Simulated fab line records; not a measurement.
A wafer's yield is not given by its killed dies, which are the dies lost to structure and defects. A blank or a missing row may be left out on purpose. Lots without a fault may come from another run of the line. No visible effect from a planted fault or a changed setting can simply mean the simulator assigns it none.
A struck lot beside a sound one    flow sky130    26 out of 708 route steps
Sound: the wafers L274.2, L274.5, L274.6. Wafers struck: L282.1, L282.2, L282.3. The cause is given at the end.
Order at every step that has rows: each side's tool, ch and its chambers, its first start. Under that, the readings that differ: sound wafers    struck wafers    difference of the means    sigmas: that difference in standard deviations of wafers without a fault.
alike: readings whose means differ by less than 2 such deviations, and words and numbers that are the same on both sides. not compared: withheld readings, readings that some wafer has no value for, bounds like >300 that may hide the same value, and numbers for which the record gives no deviation and whose values overlap.
Wherever a step has rows on one side only, a row that says differs or no value, or a row with sigmas, the two part there. Numbers that have no deviation but don't overlap get no sigmas and don't part them. A reading that every wafer of one side lacks parts them only if that side has two wafers or more.

SKY_VT_ADJUST_NCORE_STRIP_10: strips in O2/N2.
  sound on plasma-asher-01 ch 0,1, day 8 23:32; struck on plasma-asher-04 ch 0,1, day 11 04:29
reading                       sound              struck             difference  sigmas
oes-product-au (a.u.)         0.712 0.705 0.708  0.714 0.717 0.723  +0.010      +2
strip-time-to-endpoint-s (s)  14.13 14.15 14.11  14.21 14.23 14.22  +0.09       +2
  alike: chamber-pressure-mTorr, drypump-motor-current-A
  not compared: rf-hours-counter-h
SKY_VT_ADJUST_NCORE_TW_MEAS_11:
  sound: film-metro-04 at day 8 23:39; struck: film-metro-04 at day 11 04:35
  alike: VT_ADJUST_NCORE_TW
then, 7 steps without rows for these wafers: SKY_VT_ADJUST_HVTR_DEHYDRATE_00 (time 60 s); SKY_VT_ADJUST_HVTR_HMDS_01 (prime time 60 s); SKY_VT_ADJUST_HVTR_COAT_02 (resist thk 1140 nm); SKY_VT_ADJUST_HVTR_SOFTBAKE_03 (time 60 s); SKY_VT_ADJUST_HVTR_EXPOSE_04 (exposes mask HVTRM, target cd 380 nm); SKY_VT_ADJUST_HVTR_PEB_05; SKY_VT_ADJUST_HVTR_DEVELOP_06 (develop time 60 s).
SKY_VT_ADJUST_HVTR_CD_MEAS_07: target cd 380 nm.
  sound: cd-sem-02 at day 9 21:21; struck: cd-sem-01 at day 12 03:09
  alike: cd-nm
SKY_VT_ADJUST_HVTR_OVL_MEAS_08:
  sound: overlay-01 at day 9 21:27; struck: overlay-02 at day 12 03:16
reading                  sound          struck       difference  sigmas
VT_ADJUST_HVTR_OVL (nm)  -0.9 -3.7 0.2  2.0 4.5 2.3  +4.4        +3
then, 1 step without rows for these wafers: SKY_VT_ADJUST_HVTR_IMPLANT_09.
SKY_VT_ADJUST_HVTR_STRIP_10: strips in O2/N2.
  sound on plasma-asher-03 ch 0,1, day 9 21:38; struck on plasma-asher-02 ch 0,1, day 12 03:28
  no value came back on the struck wafers for chamber-pressure-mTorr (mTorr), drypump-motor-current-A (A), oes-product-au (a.u.), strip-time-to-endpoint-s (s); on the sound wafers chamber-pressure-mTorr (mTorr) reads 1501.1 1501.2 1499.5
reading                                              sound  struck          difference  sigmas
model.NOVOLAK_of_VT_ADJUST_HVTR_COAT_02.thk-nm (nm)  0 0 0  1148 1145 1147  +1147       
  not compared: rf-hours-counter-h
SKY_VT_ADJUST_HVTR_TW_MEAS_11:
  sound: film-metro-01 at day 9 21:44; struck: film-metro-04 at day 12 03:34
  alike: VT_ADJUST_HVTR_TW
then, 7 steps without rows for these wafers: SKY_VT_ADJUST_PCH_DEHYDRATE_00 (time 60 s); SKY_VT_ADJUST_PCH_HMDS_01 (prime time 60 s); SKY_VT_ADJUST_PCH_COAT_02 (resist thk 3000 nm); SKY_VT_ADJUST_PCH_SOFTBAKE_03; SKY_VT_ADJUST_PCH_EXPOSE_04 (exposes mask NWM, target cd 840 nm); SKY_VT_ADJUST_PCH_PEB_05; SKY_VT_ADJUST_PCH_DEVELOP_06 (develop time 60 s).
SKY_VT_ADJUST_PCH_OVL_MEAS_07:
  sound: overlay-01 at day 10 20:20; struck: overlay-02 at day 13 04:08
  alike: VT_ADJUST_PCH_OVL
then, 1 step without rows for these wafers: SKY_VT_ADJUST_PCH_IMPLANT_08.
SKY_VT_ADJUST_PCH_STRIP_09: strips in O2/N2.
  sound on plasma-asher-04 ch 0,1, day 10 20:31; struck on plasma-asher-02 ch 0,1, day 13 04:19
reading                       sound              struck             difference  sigmas
drypump-motor-current-A (A)   6.5 6.5 6.0        5.2 5.6 5.6        -0.9        -2
strip-time-to-endpoint-s (s)  36.81 36.76 36.70  53.92 53.77 53.88  +17.10      +99 or more
  alike: chamber-pressure-mTorr, oes-product-au
  not compared: rf-hours-counter-h
SKY_VT_ADJUST_PCH_TW_MEAS_10:
  sound: film-metro-03 at day 10 20:37; struck: film-metro-02 at day 13 04:25
reading           sound              struck          difference  sigmas
VT_ADJUST_PCH_TW  140.2 140.2 138.9  29.9 30.1 30.1  -109.7      -61
then, 1 step without rows for these wafers: SKY_SONOS_TUNNEL_DEHYDRATE_00 (time 60 s).

## WHERE THEY PART
First at SKY_VT_ADJUST_NCORE_STRIP_10; last, within this record, at SKY_VT_ADJUST_PCH_TW_MEAS_10.

WHY: what the simulator had put in
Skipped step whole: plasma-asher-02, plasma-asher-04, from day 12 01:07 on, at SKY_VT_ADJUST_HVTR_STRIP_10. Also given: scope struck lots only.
